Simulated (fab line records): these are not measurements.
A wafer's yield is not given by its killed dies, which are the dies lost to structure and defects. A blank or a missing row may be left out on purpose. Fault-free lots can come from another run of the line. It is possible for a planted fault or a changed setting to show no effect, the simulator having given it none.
Which of the tools did it? | flow sky130 | 11 lots with 32 wafers sampled at 6 steps, on a route of 708 steps

== WHAT THE GAUGES SHOWED, per wafer ==
The record holds no reading of a measuring or inspecting step that can be judged against a usual standard deviation.

== WHAT TOOL EACH LOT RAN ON (gives the tool, then ch and the chambers of the sampled wafers, and finally the start) ==
lot  | SKY_CAPM_SPUTTER_02          | SKY_VIA3_CMP_02               | SKY_VIA3_ETCH_15                   | SKY_VIA3_STRIP_16                    | SKY_VIA3_CVD_21               | SKY_PAD_OPEN_PROBE_99
L206 | pvd_sputter-01, day 36 01:03 | cmp-02 ch 0,1,3, day 38 06:32 | rie_diel-03 ch 0,2, day 39 08:28   | plasma_asher-02 ch 0,1, day 39 08:32 | cvd_w-01 ch 0,1, day 39 09:11 | prober-02, day 45 12:09
L207 | pvd_sputter-03, day 36 09:38 | cmp-01 ch 1,2, day 38 13:55   | rie_diel-04 ch 1,2,3, day 39 14:56 | plasma_asher-01 ch 0,1, day 39 15:00 | cvd_w-01 ch 0,1, day 39 15:39 | prober-01, day 45 17:27
L208 | pvd_sputter-01, day 36 16:25 | cmp-01 ch 0,1,3, day 38 22:19 | rie_diel-01 ch 0,2,3, day 39 23:00 | plasma_asher-02 ch 0,1, day 39 23:04 | cvd_w-01 ch 0,1, day 39 23:44 | prober-02, day 46 01:08
L209 | pvd_sputter-01, day 36 23:43 | cmp-01 ch 2,3, day 39 04:26   | rie_diel-01 ch 0,2,3, day 40 05:40 | plasma_asher-04 ch 0,1, day 40 05:44 | cvd_w-01 ch 0,1, day 40 06:28 | prober-01, day 46 08:05
L211 | pvd_sputter-04, day 38 01:37 | cmp-02 ch 1,2, day 40 05:26   | rie_diel-01 ch 0,1,2, day 41 05:49 | plasma_asher-04 ch 0,1, day 41 05:52 | cvd_w-01 ch 0,1, day 41 06:31 | prober-01, day 47 01:28
L212 | pvd_sputter-01, day 39 01:34 | cmp-02 ch 0,1,2, day 41 05:58 | rie_diel-04 ch 0,2,3, day 42 06:10 | plasma_asher-02 ch 0,1, day 42 06:15 | cvd_w-02 ch 0,1, day 42 06:55 | prober-01, day 48 00:41
L214 | pvd_sputter-01, day 39 02:23 | cmp-02 ch 0,1,3, day 41 04:59 | rie_diel-01 ch 2,3, day 42 05:08   | plasma_asher-04 ch 0,1, day 42 05:12 | cvd_w-02 ch 0,1, day 42 05:51 | prober-02, day 47 23:08
L221 | pvd_sputter-03, day 41 04:34 | cmp-02 ch 1,3, day 43 05:10   | rie_diel-01 ch 1,2,3, day 44 04:01 | plasma_asher-02 ch 0,1, day 44 04:05 | cvd_w-02 ch 0,1, day 44 04:44 | prober-02, day 49 12:13
L223 | pvd_sputter-03, day 41 15:33 | cmp-02 ch 0, day 43 15:40     | rie_diel-01 ch 0,3, day 44 13:52   | plasma_asher-02 ch 0, day 44 13:57   | cvd_w-01 ch 1, day 44 14:37   | prober-02, day 49 19:12
L228 | pvd_sputter-03, day 42 20:48 | cmp-01 ch 1,2, day 44 20:02   | rie_diel-04 ch 0,2, day 45 17:38   | plasma_asher-02 ch 0,1, day 45 17:42 | cvd_w-01 ch 0,1, day 45 18:21 | prober-01, day 50 17:44
L229 | pvd_sputter-04, day 43 00:03 | cmp-02 ch 0,1,3, day 44 22:38 | rie_diel-04 ch 1,2, day 45 19:52   | plasma_asher-02 ch 0,1, day 45 19:56 | cvd_w-02 ch 0,1, day 45 20:41 | prober-02, day 50 19:20
- SKY_CAPM_SPUTTER_02: material TiN, target thk 200 nm, time 166.7 s.
- SKY_VIA3_CMP_02: polishes SiO2.
- SKY_VIA3_ETCH_15: etches SiO2 in C4F8/O2/Ar, stops on TiN, target depth 507 nm, time 78 s.
- SKY_VIA3_STRIP_16: strips in O2/N2.
- SKY_VIA3_CVD_21: deposits W, target thk 390 nm, time 117.31 s.
- SKY_PAD_OPEN_PROBE_99

== AS READ BY THE TOOLS THEMSELVES (means over the sampled wafers that have a number; for cases with no such wafer, the mark the record gives instead) ==
SKY_CAPM_SPUTTER_02.
lot  | tool           | throttle_valve_pct (%)
L206 | pvd_sputter-01 | 30.2
L207 | pvd_sputter-03 | 29.8
L208 | pvd_sputter-01 | 30.6
L209 | pvd_sputter-01 | 30.4
L211 | pvd_sputter-04 | 29.5
L212 | pvd_sputter-01 | 30.2
L214 | pvd_sputter-01 | 30.5
L221 | pvd_sputter-03 | 29.7
L223 | pvd_sputter-03 | 28.8
L228 | pvd_sputter-03 | 29.8
L229 | pvd_sputter-04 | 29.9

SKY_VIA3_CMP_02.
lot  | tool   | motor_current_A (A) | slurry_flow_ml_min
L206 | cmp-02 | 12.1                | 150.2
L207 | cmp-01 | 11.2                | 150.0
L208 | cmp-01 | 12.2                | 150.1
L209 | cmp-01 | 10.6                | 149.8
L211 | cmp-02 | 12.8                | 150.4
L212 | cmp-02 | 12.5                | 149.6
L214 | cmp-02 | 12.0                | 149.9
L221 | cmp-02 | 11.5                | 149.5
L223 | cmp-02 | 11.6                | 150.1
L228 | cmp-01 | 12.6                | 150.0
L229 | cmp-02 | 12.2                | 150.0

SKY_VIA3_ETCH_15.
lot  | tool        | oes_product_au (a.u.)
L206 | rie_diel-03 | 0.946
L207 | rie_diel-04 | 0.942
L208 | rie_diel-01 | 0.950
L209 | rie_diel-01 | 0.946
L211 | rie_diel-01 | 0.948
L212 | rie_diel-04 | 0.944
L214 | rie_diel-01 | 0.947
L221 | rie_diel-01 | 0.949
L223 | rie_diel-01 | 0.946
L228 | rie_diel-04 | 0.943
L229 | rie_diel-04 | 0.947

SKY_VIA3_STRIP_16.
lot  | tool            | drypump_motor_current_A (A) | o2_flow_sccm (sccm) | oes_product_au (a.u.) | strip_time_to_endpoint_s (s)
L206 | plasma_asher-02 | 5.6                         | 2991                | 0.402                 | 4.116
L207 | plasma_asher-01 | 5.5                         | 3003                | 0.401                 | 4.123
L208 | plasma_asher-02 | 5.4                         | 3000                | 0.401                 | 4.135
L209 | plasma_asher-04 | 5.9                         | 2994                | 0.405                 | 4.111
L211 | plasma_asher-04 | 5.9                         | 3003                | 0.404                 | 4.119
L212 | plasma_asher-02 | 5.4                         | 3004                | 0.403                 | 4.146
L214 | plasma_asher-04 | 6.0                         | 3002                | 0.404                 | 4.159
L221 | plasma_asher-02 | 5.6                         | 2994                | 0.397                 | 3.968
L223 | plasma_asher-02 | 5.8                         | 2988                | 0.392                 | 3.842
L228 | plasma_asher-02 | 5.4                         | 2996                | 0.399                 | 4.154
L229 | plasma_asher-02 | 5.6                         | 2993                | 0.401                 | 4.120

SKY_VIA3_CVD_21.
lot  | tool     | heater_power_w (W)
L206 | cvd_w-01 | 874
L207 | cvd_w-01 | 860
L208 | cvd_w-01 | 861
L209 | cvd_w-01 | 873
L211 | cvd_w-01 | 868
L212 | cvd_w-02 | 927
L214 | cvd_w-02 | 924
L221 | cvd_w-02 | 927
L223 | cvd_w-01 | 834
L228 | cvd_w-01 | 882
L229 | cvd_w-02 | 947

SKY_PAD_OPEN_PROBE_99.
lot  | tool      | defect_limited_yield (%) | killed_at_M0_to_M3 | killed_at_M4_up | killed_at_contacts | killed_at_front_end | killed_at_other | killed_dies | killed_on_rim | killed_open | killed_short | sort_bin_3_pad_short (%) | sort_bin_5_function (%) | sort_bin_6_memory (%) | sort_n_pass | sort_yield_pct (%)
L206 | prober-02 | 81.8                     | 46                 | 2.0             | 26                 | 15                  | 0.0             | 89          | 20            | 52          | 37           | 1.0                      | 9.9                     | 7.2                   | 403         | 81.8
L207 | prober-01 | 82.7                     | 42                 | 3.7             | 26                 | 13                  | 0.0             | 85          | 18            | 45          | 40           | 1.1                      | 10.0                    | 6.1                   | 407         | 82.7
L208 | prober-02 | 80.8                     | 50                 | 3.0             | 26                 | 15                  | 0.3             | 94          | 22            | 54          | 40           | 0.7                      | 12.2                    | 6.2                   | 398         | 80.8
L209 | prober-01 | 81.6                     | 51                 | 2.7             | 22                 | 15                  | 0.0             | 91          | 19            | 52          | 39           | 0.4                      | 12.4                    | 5.6                   | 401         | 81.6
L211 | prober-01 | 84.9                     | 36                 | 3.7             | 21                 | 14                  | 0.0             | 74          | 13            | 43          | 31           | 0.6                      | 8.7                     | 5.8                   | 418         | 84.9
L212 | prober-01 | 83.0                     | 45                 | 2.7             | 21                 | 14                  | 0.7             | 84          | 16            | 46          | 37           | 0.8                      | 10.7                    | 5.5                   | 408         | 83.0
L214 | prober-02 | 81.6                     | 41                 | 4.0             | 30                 | 15                  | 0.3             | 90          | 18            | 50          | 40           | 0.5                      | 11.5                    | 6.4                   | 402         | 81.6
L221 | prober-02 | 82.2                     | 47                 | 2.0             | 21                 | 18                  | 0.3             | 88          | 16            | 46          | 42           | 0.7                      | 11.3                    | 5.8                   | 404         | 82.2
L223 | prober-02 | 82.0                     | 40                 | 3.5             | 29                 | 15                  | 0.5             | 88          | 16            | 48          | 40           | 1.2                      | 11.2                    | 5.6                   | 404         | 82.0
L228 | prober-01 | 82.4                     | 43                 | 3.0             | 25                 | 16                  | 0.0             | 87          | 14            | 51          | 35           | 0.9                      | 11.1                    | 5.7                   | 405         | 82.4
L229 | prober-02 | 83.9                     | 43                 | 2.0             | 23                 | 11                  | 0.7             | 79          | 17            | 45          | 33           | 0.6                      | 9.9                     | 5.6                   | 413         | 83.9

== THE ANSWER, worked out from the rows above alone ==
Rule: the usual values come from the lots themselves. The widest of any qualifying gaps counts: lots, ordered by their means at a reading, are off when they make up no more than a third of the lots, leave a main group of 4 or more, and stand apart from it by 3 or more times the standard deviation of that group's means. Not used: any main group whose means are identical at the precision the tables above print for the reading. A lot without any number at a reading at which 4 lots or more have one is off too. All remaining lots with rows at the step are treated as sound. After the gauges, taken in route order, come the tools' own readings; for these a lot's mean is taken, as printed above. The first step at which some lot is off is used, and at that step the reading that is off furthest; a lot without a number counts as furthest.
Off at SKY_VIA3_STRIP_16 (strip_time_to_endpoint_s): L221, L223. Mean 4.131 s and standard deviation 0.017 in the main group.
If a tool, at that step or one of the process steps before it, ran each lot that is off and ran no sound lot following the first of them, it fits. One fits: SKY_VIA3_ETCH_15 on rie_diel-01. Its last sound lot is L214 (day 42 05:08), its first lot that is off L221 (day 44 04:01): a fault that began between those two fits.

== WHAT HAD BEEN PUT IN BY THE SIMULATOR ==
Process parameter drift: rie_diel-01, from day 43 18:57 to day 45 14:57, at SKY_VIA3_ETCH_15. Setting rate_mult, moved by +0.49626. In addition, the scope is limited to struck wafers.
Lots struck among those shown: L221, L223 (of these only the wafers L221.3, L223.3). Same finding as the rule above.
